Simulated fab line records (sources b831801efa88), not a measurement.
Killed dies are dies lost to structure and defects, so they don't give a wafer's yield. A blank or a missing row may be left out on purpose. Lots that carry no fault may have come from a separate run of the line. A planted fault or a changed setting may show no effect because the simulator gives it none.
fab line records ; flow gf180mcu ; part 1 of 2: steps 1 to 33 of 48
record: lots: 5; wafers: 15; last_day: 34
route steps=602 shown STI@10 DNWELL@32 NWELL@42 LVPWELL@54
lots that met no fault: taken from a fault-free run of the same line
start_h: start of the lot's first displayed wafer, in hours after the record's first day ; wait_h: hours since the lot's step before ; " unchanged from the row above ; L1.1+2: a single row standing in for several wafers ; - no value present, or no start provided ; * or withheld: withheld ; < > ~ a bound
route shown NAME@n: names a module that has steps shown in the file, with the first one's number in the route ; usual: mean/standard deviation taken from wafers without a fault ; same: alike in all rows ; chamber/n: place in a boat ; sites: the reading at each site ; _std_site: the standard deviation of these ; _edge_site: the outer-site mean with the inner-site mean subtracted ; radius_mm: for every site, how far away it sits from the centre of the wafer ; mask NAME#n: copy n ; behind: the last tool/chamber to shape the wafer ; hold: why the lot was held/for how many hours/how that ended ; device: which transistor (n, p or np) failed to switch ; end of line: tests run on the same wafers once the route is complete ; a step given without rows: its recipe and nothing more ; killed: dies lost to structure and defects at the first sort, not the wafer's yield ; map: the dies of a wafer, with x for killed, . for not killed, _ for no die there
set.NAME: setting as actually run; set.NAME@STEP: the setting as run at that earlier step ; model.NAME: the simulator's own value behind a step, which no gauge read
lots at selected steps of the route; one table per step, one row per wafer
services: the hour from which a tool's chamber was out of use, counted from the record's first day as start_h (under 0 if before that day), plus the number of hours and why
== steps ==
step: GF_STI_EXPOSE_09
recipe: mask_id: COMP; target_cd_nm: 220; na: 0.68; source_shape: conventional; sigma_outer: 0.6; dose_mj: 28
same: na: 0.68; sigma_outer: 0.6
lot.wafer;tool;chamber;start_h;wait_h;mask
L080.3+4+5;krf_scanner-01;0;-;-;COMP#0
L082.1+2+6;krf_scanner-01;0;-;-;COMP#0
L092.3+4+6;krf_scanner-01;0;-;-;COMP#0
L094.4+5+6;krf_scanner-01;0;-;-;COMP#0
L096.1+2+6;krf_scanner-01;0;-;-;COMP#0
step: GF_STI_PEB_10
recipe: peb_temp_c: 135; peb_time_s: 90; resist: KrF
lot.wafer;tool;chamber;start_h;wait_h
L080.3+4+5;litho_track-04;0;-;-
L082.1+2+6;litho_track-03;0;-;-
L092.3+4+6;litho_track-01;0;-;-
L094.4+5+6;litho_track-04;0;-;-
L096.1+2+6;litho_track-01;0;-;-
step: GF_STI_DEVELOP_11
recipe: develop_time_s: 60; dev_temp_c: 21
lot.wafer;tool;chamber;start_h;wait_h
L080.3+4+5;litho_track-04;0;56.19;0.1
L082.1+2+6;litho_track-03;0;65.46;0.2
L092.3+4+6;litho_track-01;0;118.21;0.1
L094.4+5+6;litho_track-04;0;128.52;0.1
L096.1+2+6;litho_track-01;0;138.51;0.2
step: GF_STI_CD_MEAS_12
recipe: target_cd_nm: 220
usual: cd_nm: 219.8/1.3
lot.wafer;tool;chamber;start_h;wait_h;cd_nm
L080.3;cd_sem-02;-;56.33;0.1;220.3
L080.4;cd_sem-02;-;56.33;0.1;220.2
L080.5;cd_sem-02;-;56.33;0.1;221.3
L082.1;cd_sem-02;-;65.61;0.1;220.8
L082.2;cd_sem-02;-;65.61;0.1;220.5
L082.6;cd_sem-02;-;65.61;0.1;220.1
L092.3;cd_sem-02;-;118.35;0.1;219.4
L092.4;cd_sem-02;-;118.35;0.1;219.5
L092.6;cd_sem-02;-;118.35;0.1;219.9
L094.4;cd_sem-01;-;128.65;0.1;217.3
L094.5;cd_sem-01;-;128.65;0.1;218.5
L094.6;cd_sem-01;-;128.65;0.1;218.5
L096.1;cd_sem-02;-;138.66;0.1;216.6
L096.2;cd_sem-02;-;138.66;0.1;218.5
L096.6;cd_sem-02;-;138.66;0.1;217.3
step: GF_STI_ETCH_13
recipe: chemistry: CHF3/O2; stop_on: Si; over_etch_frac: 0.3; target_depth_a: 2823.1; source_w: 600; bias_w: 200; pressure_mtorr: 40; chf3_flow_sccm: 50; O2_flow_sccm: 5; time_s: 112.9
usual: O2_flow_sccm: 5.001/0.014; drypump_motor_current_A: 5.5/0.35; oes_product_au: 0.832/0.007; throttle_valve_pct: 8.810/0.0092
lot.wafer;tool;chamber;start_h;wait_h;O2_flow_sccm;drypump_motor_current_A;oes_product_au;rf_hours_counter_h;throttle_valve_pct
L080.3;rie_diel-02;1;56.41;0.1;5.003;6.0;0.829;49;8.815
L080.4;rie_diel-02;3;56.41;0.1;4.988;5.3;0.819;168;8.802
L080.5;rie_diel-02;1;56.41;0.1;5.004;6.0;0.826;-;8.796
L082.1;rie_diel-02;1;65.73;0.1;4.996;6.0;0.829;50;8.795
L082.2;rie_diel-02;0;65.73;0.1;5.013;5.4;0.827;2;8.808
L082.6;rie_diel-02;1;65.73;0.1;5.004;6.0;0.821;-;8.809
L092.3;rie_diel-02;2;118.43;0.1;4.991;4.9;0.833;112;8.809
L092.4;rie_diel-02;1;118.43;0.1;4.991;6.0;0.826;-;8.814
L092.6;rie_diel-02;0;118.43;0.1;5.015;5.5;0.826;-;8.814
L094.4;rie_diel-02;0;128.71;0.0;4.992;5.4;0.842;4;8.798
L094.5;rie_diel-02;1;128.71;0.0;4.992;5.9;0.836;-;8.801
L094.6;rie_diel-02;0;128.71;0.0;5.000;5.5;0.833;-;8.824
L096.1;rie_diel-01;3;138.78;0.1;4.994;5.2;0.827;121;8.822
L096.2;rie_diel-01;0;138.78;0.1;4.978;5.3;0.824;63;8.821
L096.6;rie_diel-01;3;138.78;0.1;4.992;5.2;0.836;-;8.803
step: GF_STI_ETCH_14
recipe: target: Si; chemistry: HBr/Cl2/O2; target_depth_nm: 360; icp_w: 600; bias_w: 150; pressure_mtorr: 15; HBr_flow_sccm: 150; Cl2_flow_sccm: 40; O2_flow_sccm: 6; time_s: 102.9
usual: O2_flow_sccm: 5.998/0.017; drypump_motor_current_A: 5.6/0.66; oes_product_au: 0.997/0.01; throttle_valve_pct: 25.660/0.011
lot.wafer;tool;chamber;start_h;wait_h;O2_flow_sccm;drypump_motor_current_A;oes_product_au;rf_hours_counter_h;throttle_valve_pct
L080.3;rie_si-01;0;56.49;0.0;5.997;4.7;0.997;51;25.654
L080.4;rie_si-01;3;56.49;0.0;5.998;5.7;1.005;-;25.656
L080.5;rie_si-01;2;56.49;0.0;6.006;5.3;0.992;-;25.671
L082.1;rie_si-02;3;65.81;0.0;5.990;4.9;1.012;152;25.650
L082.2;rie_si-02;1;65.81;0.0;5.995;6.0;0.975;1;25.657
L082.6;rie_si-02;0;65.81;0.0;5.994;5.5;0.996;-;25.667
L092.3;rie_si-02;0;118.51;0.0;6.017;5.5;0.999;112;25.658
L092.4;rie_si-02;2;118.51;0.0;5.992;6.7;1.003;4;25.643
L092.6;rie_si-02;0;118.51;0.0;6.042;5.5;0.987;-;25.672
L094.4;rie_si-01;2;128.79;0.0;5.998;5.3;1.022;0;25.638
L094.5;rie_si-01;1;128.79;0.0;6.006;4.9;0.988;-;25.668
L094.6;rie_si-01;0;128.79;0.0;6.007;4.7;0.986;-;25.661
L096.1;rie_si-01;1;138.86;0.0;6.020;4.9;0.999;52;25.662
L096.2;rie_si-01;2;138.86;0.0;5.975;5.3;1.015;0;25.638
L096.6;rie_si-01;1;138.86;0.0;6.046;4.9;0.992;-;25.672
step: GF_STI_STRIP_15
recipe: chemistry: O2/N2; power_w: 1400; pressure_mtorr: 1500; platen_temp_c: 250; o2_flow_sccm: 3000; n2_flow_sccm: 300; overash_fraction: 0.5
usual: drypump_motor_current_A: 5.9/0.39; heater_power_w: 345/38; oes_product_au: 0.385/0.0049; strip_time_to_endpoint_s: 3.75/0.053
lot.wafer;tool;chamber;start_h;wait_h;drypump_motor_current_A;heater_power_w;oes_product_au;rf_hours_counter_h;strip_time_to_endpoint_s
L080.3;plasma_asher-01;0;56.60;0.1;5.6;327;0.381;-;3.77
L080.4;plasma_asher-01;1;56.60;0.1;5.8;354;0.384;-;3.81
L080.5;plasma_asher-01;0;56.60;0.1;5.6;322;0.382;-;3.77
L082.1;plasma_asher-01;1;65.88;0.0;5.8;346;0.389;43;3.73
L082.2;plasma_asher-01;0;65.88;0.0;5.6;328;0.384;43;3.74
L082.6;plasma_asher-01;1;65.88;0.0;5.8;353;0.387;-;3.74
L092.3;plasma_asher-01;1;118.62;0.1;5.8;354;0.381;-;3.74
L092.4;plasma_asher-01;0;118.62;0.1;5.6;337;0.383;-;3.70
L092.6;plasma_asher-01;0;118.62;0.1;5.6;331;0.383;-;3.74
L094.4;plasma_asher-01;0;128.90;0.1;5.6;324;0.386;-;3.70
L094.5;plasma_asher-01;0;128.90;0.1;5.6;330;0.386;-;3.74
L094.6;plasma_asher-01;1;128.90;0.1;5.8;357;0.385;-;3.74
L096.1;plasma_asher-02;1;138.93;0.0;6.4;414;0.391;2;3.83
L096.2;plasma_asher-02;0;138.93;0.0;5.7;357;0.379;2;3.68
L096.6;plasma_asher-02;1;138.93;0.0;6.3;421;0.388;-;3.81
step: GF_STI_CLEAN_16
recipe: chemistry: dHF; time_s: 25; dilution: 100:1
lot.wafer;tool;chamber;start_h;wait_h
L080.3+4+5;wet_bench-01;2;56.67;0.0
L082.1+2+6;wet_bench-01;1;65.98;0.1
L092.3+4+6;wet_bench-03;1;118.68;0.0
L094.4+5+6;wet_bench-04;2;128.97;0.0
L096.1+2+6;wet_bench-01;1;139.03;0.1
step: GF_STI_WET_ETCH_17
recipe: chemistry: H3PO4; target_depth_nm: 45; temp_c: 160; target: Si3N4; time_s: 514
lot.wafer;tool;chamber;start_h;wait_h
L080.3+4+5;wet_bench-04;1;56.68;0.0
L082.1+2+6;wet_bench-04;3;66.00;0.0
L092.3+4+6;wet_bench-03;0;118.70;0.0
L094.4+5+6;wet_bench-03;0;128.98;0.0
L096.1+2+6;wet_bench-04;1;139.05;0.0
step: GF_STI_CLEAN_18
recipe: chemistry: SC1/SC2; mix: 1:4:20; temp_c: 70; time_s: 150
lot.wafer;tool;chamber;start_h;wait_h
L080.3+4+5;wet_bench-03;3;56.83;0.0
L082.1+2+6;wet_bench-01;0;66.16;0.0
L092.3+4+6;wet_bench-04;1;118.85;0.0
L094.4+5+6;wet_bench-04;0;129.13;0.0
L096.1+2+6;wet_bench-03;1;139.20;0.0
step: GF_STI_CLEAN_19
recipe: chemistry: dHF; time_s: 20; dilution: 100:1
lot.wafer;tool;chamber;start_h;wait_h
L080.3+4+5;wet_bench-01;0;56.88;0.0
L082.1+2+6;wet_bench-03;1;66.21;0.0
L092.3+4+6;wet_bench-03;0;118.90;0.0
L094.4+5+6;wet_bench-03;3;129.18;0.0
L096.1+2+6;wet_bench-01;3;139.25;0.0
step: GF_STI_WET_ETCH_20
recipe: chemistry: dHF; dilution: 100:1; target_depth_nm: 20; temp_c: 25; dry: ipa_marangoni; target: SiO2; time_s: 400
lot.wafer;tool;chamber;start_h;wait_h
L080.3+4+5;wet_bench-04;3;56.90;0.0
L082.1+2+6;wet_bench-04;3;66.22;0.0
L092.3+4+6;wet_bench-01;2;118.91;0.0
L094.4+5+6;wet_bench-04;0;129.20;0.0
L096.1+2+6;wet_bench-04;0;139.27;0.0
step: GF_STI_OXIDATION_21
recipe: temp_c: 1000; ambient: O2; stabilise_s: 600; purge_s: 300; target_thk_a: 150; ox_time_s: 458
lot.wafer;tool;chamber;start_h;wait_h
L080.3+4+5;furnace-02;0;57.43;0.4
L082.1+2+6;furnace-01;0;66.35;0.0
L092.3+4+6;furnace-02;0;120.10;1.1
L094.4+5+6;furnace-01;0;129.32;0.0
L096.1+2+6;furnace-02;0;139.39;0.0
step: GF_STI_THK_MEAS_22
recipe: reads: SiO2_of_STI_OXIDATION_21
usual: STI_OXIDATION_01_THK: 14.8/0.31
lot.wafer;tool;chamber;start_h;wait_h;STI_OXIDATION_01_THK[nm]
L080.3;film_metro-01;-;58.58;0.0;14.1
L080.4;film_metro-01;-;58.58;0.0;14.1
L080.5;film_metro-01;-;58.58;0.0;14.2
L082.1;film_metro-03;-;67.48;0.0;14.7
L082.2;film_metro-03;-;67.48;0.0;15.0
L082.6;film_metro-03;-;67.48;0.0;14.7
L092.3;film_metro-01;-;121.25;0.0;15.2
L092.4;film_metro-01;-;121.25;0.0;15.0
L092.6;film_metro-01;-;121.25;0.0;15.1
L094.4;film_metro-02;-;130.47;0.0;14.9
L094.5;film_metro-02;-;130.47;0.0;14.8
L094.6;film_metro-02;-;130.47;0.0;14.9
L096.1;film_metro-03;-;140.51;0.0;15.0
L096.2;film_metro-03;-;140.51;0.0;15.0
L096.6;film_metro-03;-;140.51;0.0;14.9
step: GF_STI_CVD_23
recipe: material: SiO2; target_thk_nm: 650; sigma_open_frac: 0.3; time_s: 108.3; temp_c: 600; sih4_flow_sccm: 60; pressure_mtorr: 6
usual: susceptor_temp_C: 600.01/0.27
lot.wafer;tool;chamber;start_h;wait_h;susceptor_temp_C
L080.3;hdpcvd-01;1;58.62;0.0;599.65
L080.4;hdpcvd-01;1;58.62;0.0;599.80
L080.5;hdpcvd-01;0;58.62;0.0;600.09
L082.1;hdpcvd-02;2;67.54;0.1;600.08
L082.2;hdpcvd-02;1;67.54;0.1;600.14
L082.6;hdpcvd-02;0;67.54;0.1;600.55
L092.3;hdpcvd-01;1;121.29;0.0;600.14
L092.4;hdpcvd-01;2;121.29;0.0;600.75
L092.6;hdpcvd-01;0;121.29;0.0;600.02
L094.4;hdpcvd-01;2;130.54;0.1;600.27
L094.5;hdpcvd-01;1;130.54;0.1;599.60
L094.6;hdpcvd-01;0;130.54;0.1;600.26
L096.1;hdpcvd-02;2;140.57;0.1;599.69
L096.2;hdpcvd-02;1;140.57;0.1;599.56
L096.6;hdpcvd-02;0;140.57;0.1;600.07
step: GF_STI_THK_MEAS_24
recipe: reads: SiO2_of_STI_CVD_23
usual: STI_CVD_23_THK: 650/10
lot.wafer;tool;chamber;start_h;wait_h;STI_CVD_23_THK[nm]
L080.3;film_metro-02;-;58.77;0.1;619
L080.4;film_metro-02;-;58.77;0.1;633
L080.5;film_metro-02;-;58.77;0.1;642
L082.1;film_metro-01;-;67.62;0.0;645
L082.2;film_metro-01;-;67.62;0.0;648
L082.6;film_metro-01;-;67.62;0.0;641
L092.3;film_metro-03;-;121.39;0.1;632
L092.4;film_metro-03;-;121.39;0.1;664
L092.6;film_metro-03;-;121.39;0.1;649
L094.4;film_metro-02;-;130.61;0.0;658
L094.5;film_metro-02;-;130.61;0.0;630
L094.6;film_metro-02;-;130.61;0.0;649
L096.1;film_metro-02;-;140.65;0.0;655
L096.2;film_metro-02;-;140.65;0.0;647
L096.6;film_metro-02;-;140.65;0.0;653
step: GF_STI_CMP_25
recipe: stop_on: Si3N4; t_overpolish_s: 33; down_force_psi: 4; platen_rpm: 60; target_thk_nm: 524.6; pad_velocity_m_s: 0.94248
usual: head_pressure_psi: 3.999/0.0094; motor_current_A: 12.6/1.3; overpolish_run_s: 33.000/0.0095; time_to_endpoint_s: 125/6.6
same: t_overpolish_s: 33
lot.wafer;tool;chamber;start_h;wait_h;head_pressure_psi;motor_current_A;overpolish_run_s;time_to_endpoint_s
L080.4;cmp-01;0;58.86;0.1;4.004;11.9;33.002;129
L080.3;cmp-01;2;58.86;0.1;4.017;11.6;33.013;120
L080.5;cmp-01;0;58.86;0.1;4.000;12.5;32.986;129
L082.1;cmp-02;0;67.68;0.1;4.002;12.1;33.003;121
L082.2;cmp-02;1;67.68;0.1;4.001;13.6;32.993;120
L082.6;cmp-02;0;67.68;0.1;4.005;12.9;32.996;121
L092.4;cmp-01;0;121.43;0.0;4.010;12.3;33.000;127
L092.3;cmp-01;3;121.43;0.0;3.984;12.0;32.995;119
L092.6;cmp-01;1;121.43;0.0;3.993;12.1;32.984;115
L094.4;cmp-01;0;130.79;0.2;3.997;12.0;32.995;127
L094.5;cmp-01;1;130.79;0.2;3.994;11.9;32.977;118
L094.6;cmp-01;2;130.79;0.2;4.011;11.2;32.995;116
L096.1;cmp-02;1;140.81;0.1;3.999;13.2;33.003;125
L096.2;cmp-02;2;140.81;0.1;3.992;11.9;33.005;130
L096.6;cmp-02;0;140.81;0.1;4.006;12.3;32.999;128
step: GF_STI_WET_ETCH_26
recipe: chemistry: dHF; target_depth_nm: 94; target: SiO2; temp_c: 25; dilution: 10:1; time_s: 188
lot.wafer;tool;chamber;start_h;wait_h
L080.3+4+5;wet_bench-01;1;59.11;0.1
L082.1+2+6;wet_bench-04;0;67.98;0.2
L092.3+4+6;wet_bench-03;2;121.73;0.1
L094.4+5+6;wet_bench-03;0;130.94;0.1
L096.1+2+6;wet_bench-03;0;141.01;0.1
step: GF_STI_WET_ETCH_27
recipe: chemistry: H3PO4; target_depth_nm: 160; target: Si3N4; temp_c: 160; time_s: 1825
lot.wafer;tool;chamber;start_h;wait_h
L080.3+4+5;wet_bench-03;3;59.17;0.0
L082.1+2+6;wet_bench-01;1;68.04;0.0
L092.3+4+6;wet_bench-04;1;121.79;0.0
L094.4+5+6;wet_bench-04;0;131.00;0.0
L096.1+2+6;wet_bench-04;1;141.08;0.0
step: GF_STI_WET_ETCH_28
recipe: chemistry: dHF; target_depth_nm: 20; dry: ipa_marangoni; target: SiO2; temp_c: 25; dilution: 10:1; time_s: 40
lot.wafer;tool;chamber;start_h;wait_h
L080.3+4+5;wet_bench-03;0;59.69;0.0
L082.1+2+6;wet_bench-04;0;68.55;0.0
L092.3+4+6;wet_bench-01;0;122.30;0.0
L094.4+5+6;wet_bench-03;1;131.56;0.0
L096.1+2+6;wet_bench-01;0;141.59;0.0
step: GF_STI_OXIDATION_29
recipe: temp_c: 900; ambient: O2; stabilise_s: 600; purge_s: 300; target_thk_a: 100; ox_time_s: 1418
lot.wafer;tool;chamber;start_h;wait_h
L080.3+4+5;furnace-02;0;59.71;0.0
L082.1+2+6;furnace-01;0;68.57;0.0
L092.3+4+6;furnace-01;0;122.34;0.0
L094.4+5+6;furnace-01;0;131.85;0.3
L096.1+2+6;furnace-02;0;141.61;0.0
step: GF_STI_THK_MEAS_30
recipe: reads: SiO2_of_STI_OXIDATION_29
usual: STI_OXIDATION_02_THK: 9.85/0.19
lot.wafer;tool;chamber;start_h;wait_h;STI_OXIDATION_02_THK[nm]
L080.3;film_metro-01;-;61.12;0.0;9.57
L080.4;film_metro-01;-;61.12;0.0;9.53
L080.5;film_metro-01;-;61.12;0.0;9.57
L082.1;film_metro-02;-;69.97;0.0;9.78
L082.2;film_metro-02;-;69.97;0.0;9.69
L082.6;film_metro-02;-;69.97;0.0;9.56
L092.3;film_metro-03;-;123.76;0.0;9.69
L092.4;film_metro-03;-;123.76;0.0;9.75
L092.6;film_metro-03;-;123.76;0.0;9.88
L094.4;film_metro-03;-;133.28;0.0;9.91
L094.5;film_metro-03;-;133.28;0.0;9.96
L094.6;film_metro-03;-;133.28;0.0;9.78
L096.1;film_metro-02;-;143.01;0.0;10.20
L096.2;film_metro-02;-;143.01;0.0;10.14
L096.6;film_metro-02;-;143.01;0.0;10.14
step: GF_DNWELL_DEHYDRATE_00
recipe: temp_c: 200; time_s: 60
lot.wafer;tool;chamber;start_h;wait_h
L080.3+4+5;litho_track-03;0;67.01;5.9
L082.1+2+6;litho_track-02;0;75.56;5.6
L092.3+4+6;litho_track-02;0;130.76;7.0
L094.4+5+6;litho_track-03;0;139.88;6.6
L096.1+2+6;litho_track-02;0;150.56;7.5
step: GF_DNWELL_HMDS_01
recipe: prime_time_s: 60; prime_temp_c: 120
lot.wafer;tool;chamber;start_h;wait_h
L080.3+4+5;litho_track-03;0;67.16;0.1
L082.1+2+6;litho_track-02;0;75.71;0.1
L092.3+4+6;litho_track-02;0;130.91;0.1
L094.4+5+6;litho_track-03;0;140.03;0.1
L096.1+2+6;litho_track-02;0;150.71;0.1
step: GF_DNWELL_COAT_02
recipe: spin_rpm: 2000; resist_thk_nm: 3000
lot.wafer;tool;chamber;start_h;wait_h
L080.3+4+5;litho_track-03;0;67.31;0.1
L082.1+2+6;litho_track-02;0;75.86;0.1
L092.3+4+6;litho_track-02;0;131.06;0.1
L094.4+5+6;litho_track-03;0;140.18;0.1
L096.1+2+6;litho_track-02;0;150.86;0.1
step: GF_DNWELL_SOFTBAKE_03
recipe: temp_c: 110; time_s: withheld
lot.wafer;tool;chamber;start_h;wait_h
L080.3+4+5;litho_track-03;0;67.47;0.1
L082.1+2+6;litho_track-02;0;76.01;0.1
L092.3+4+6;litho_track-02;0;131.23;0.1
L094.4+5+6;litho_track-03;0;140.36;0.1
L096.1+2+6;litho_track-02;0;151.01;0.1
step: GF_DNWELL_EXPOSE_04
recipe: mask_id: DNWELL; target_cd_nm: 1700; na: 0.6; source_shape: conventional; sigma_outer: 0.6; dose_mj: 260
same: na: 0.6; sigma_outer: 0.6
lot.wafer;tool;chamber;start_h;wait_h;mask
L080.3+4+5;iline_stepper-01;0;-;-;DNWELL#0
L082.1+2+6;iline_stepper-02;0;-;-;DNWELL#0
L092.3+4+6;iline_stepper-02;0;-;-;DNWELL#0
L094.4+5+6;iline_stepper-02;0;-;-;DNWELL#0
L096.1+2+6;iline_stepper-01;0;-;-;DNWELL#0
step: GF_DNWELL_PEB_05
recipe: temp_c: 115; time_s: withheld
lot.wafer;tool;chamber;start_h;wait_h
L080.3+4+5;litho_track-03;0;-;-
L082.1+2+6;litho_track-04;0;-;-
L092.3+4+6;litho_track-02;0;-;-
L094.4+5+6;litho_track-04;0;-;-
L096.1+2+6;litho_track-03;0;-;-
step: GF_DNWELL_DEVELOP_06
recipe: wall_angle_deg: 90; develop_time_s: 60; dev_temp_c: 23
lot.wafer;tool;chamber;start_h;wait_h
L080.3+4+5;litho_track-03;0;-;-
L082.1+2+6;litho_track-04;0;-;-
L092.3+4+6;litho_track-02;0;-;-
L094.4+5+6;litho_track-04;0;-;-
L096.1+2+6;litho_track-03;0;-;-
step: GF_DNWELL_IMPLANT_07
recipe: species: P; energy_kev: 1500; dose_cm2: 1e+13; tilt_deg: 0
lot.wafer;tool;chamber;start_h;wait_h
L080.3+4+5;implanter-01;0;73.91;-
L082.1+2+6;implanter-02;0;83.65;-
L092.3+4+6;implanter-01;0;138.86;-
L094.4+5+6;implanter-01;0;148.87;-
L096.1+2+6;implanter-03;0;158.60;-
step: GF_DNWELL_STRIP_08
recipe: chemistry: O2/N2; power_w: 1400; pressure_mtorr: 1500; platen_temp_c: 250; o2_flow_sccm: 3000; n2_flow_sccm: 300; overash_fraction: 0.5
usual: drypump_motor_current_A: 5.7/0.36; heater_power_w: 356/31; oes_product_au: 0.723/0.0045; strip_time_to_endpoint_s: 36.98/0.085
lot.wafer;tool;chamber;start_h;wait_h;drypump_motor_current_A;heater_power_w;oes_product_au;rf_hours_counter_h;strip_time_to_endpoint_s
L080.3;plasma_asher-02;1;74.04;0.1;6.3;415;0.719;-;37.02
L080.4;plasma_asher-02;0;74.04;0.1;5.8;358;0.721;-;37.08
L080.5;plasma_asher-02;1;74.04;0.1;6.3;413;0.722;-;37.05
L082.1;plasma_asher-04;1;83.80;0.1;5.4;376;0.723;42;37.07
L082.2;plasma_asher-04;0;83.80;0.1;5.2;317;0.731;42;37.09
L082.6;plasma_asher-04;0;83.80;0.1;5.2;316;0.732;-;37.05
L092.3;plasma_asher-04;1;138.99;0.1;5.4;381;0.729;-;36.90
L092.4;plasma_asher-04;0;138.99;0.1;5.1;318;0.727;-;37.01
L092.6;plasma_asher-04;1;138.99;0.1;5.4;364;0.730;-;36.96
L094.4;plasma_asher-02;0;148.98;0.1;5.8;354;0.717;-;37.03
L094.5;plasma_asher-02;0;148.98;0.1;5.8;351;0.728;-;36.93
L094.6;plasma_asher-02;1;148.98;0.1;6.3;420;0.721;-;36.97
L096.1;plasma_asher-01;1;158.75;0.1;5.9;351;0.727;52;36.93
L096.2;plasma_asher-01;0;158.75;0.1;5.6;340;0.723;52;36.95
L096.6;plasma_asher-01;0;158.75;0.1;5.6;331;0.723;-;36.81
step: GF_DNWELL_TW_MEAS_09
usual: DNWELL_TW: 1362/11
lot.wafer;tool;chamber;start_h;wait_h;DNWELL_TW
L080.3;film_metro-04;-;74.13;0.1;1368
L080.4;film_metro-04;-;74.13;0.1;1368
L080.5;film_metro-04;-;74.13;0.1;1367
L082.1;film_metro-02;-;83.90;0.1;1353
L082.2;film_metro-02;-;83.90;0.1;1357
L082.6;film_metro-02;-;83.90;0.1;1353
L092.3;film_metro-04;-;139.08;0.1;1352
L092.4;film_metro-04;-;139.08;0.1;1352
L092.6;film_metro-04;-;139.08;0.1;1356
L094.4;film_metro-01;-;149.07;0.1;1371
L094.5;film_metro-01;-;149.07;0.1;1368
L094.6;film_metro-01;-;149.07;0.1;1376
L096.1;film_metro-04;-;158.85;0.1;1347
L096.2;film_metro-04;-;158.85;0.1;1345
L096.6;film_metro-04;-;158.85;0.1;1341
step: GF_NWELL_DEHYDRATE_00
recipe: temp_c: 200; time_s: 60
lot.wafer;tool;chamber;start_h;wait_h
L080.3+4+5;litho_track-01;0;79.96;5.8
L082.1+2+6;litho_track-04;0;90.19;6.3
L092.3+4+6;litho_track-02;0;146.81;7.7
L094.4+5+6;litho_track-01;0;156.83;7.8
L096.1+2+6;litho_track-02;0;166.36;7.5
